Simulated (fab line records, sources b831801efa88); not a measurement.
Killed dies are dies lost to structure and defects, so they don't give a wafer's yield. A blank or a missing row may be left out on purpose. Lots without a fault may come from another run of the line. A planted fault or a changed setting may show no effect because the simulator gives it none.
Chamber matching | flow gf180mcu | GF_SAB_ETCH_11 on rie_diel-02: 4 sister chambers
The step etches SiO2 in C4F8/O2/Ar, target depth 55 nm, time 8.5 s. 8 wafers are shown with their chamber, then 7 later ones without.

WAFERS WITH THEIR CHAMBER
wafer  | chamber | bias_w (W) | oes_product_au (a.u.)
L079.3 | 1       | 1200       | 0.990
L080.2 | 1       | 1202       | 0.991
L080.5 | 0       | 1199       | 1.000
L081.1 | 3       | 1199       | 1.009
L081.2 | 2       | 1195       | 0.998
L081.4 | 0       | 1202       | 1.005
L090.1 | 3       | 1206       | 0.997
L090.2 | 2       | 1197       | 1.002

WAFERS WITHOUT THEIR CHAMBER
wafer  | bias_w (W) | oes_product_au (a.u.)
L090.3 | 1201       | 1.004
L092.4 | 1199       | 1.015
L092.5 | 1197       | 1.000
L092.6 | 1190       | 0.998
L093.1 | 1203       | 1.003
L093.2 | 1203       | 0.990
L093.3 | 1199       | 1.003

WHICH CHAMBER EACH WENT THROUGH
wafer  | from the rows above          | in truth
L090.3 | can't be placed: 0 or 3 or 2 | 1
L092.4 | can't be placed: 0 or 3 or 2 | 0
L092.5 | can't be placed: 2 or 0 or 3 | 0
L092.6 | can't be placed: 2 or 0      | 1
L093.1 | can't be placed: 3 or 0      | 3
L093.2 | can't be placed: 1 or 3      | 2
L093.3 | can't be placed: 0 or 2 or 3 | 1
Placed correctly: 0 of 7. Can't be placed from these rows: 7 (the true chamber is among the candidates in 3). Placed wrongly: 0.
How it was worked out, from the rows above alone: a wafer's distance from a chamber is the root of the sum, over the readings, of the square of ((its reading less the chamber's mean) divided by the reading's scatter). The wafer belongs to the nearest chamber; if the next one is less than 2 further off, it can't be placed. A chamber's mean is the mean of its shown wafers. The scatter: the root of (the sum of the squares of (reading less its chamber's mean) over the shown wafers, divided by (wafers less chambers)).
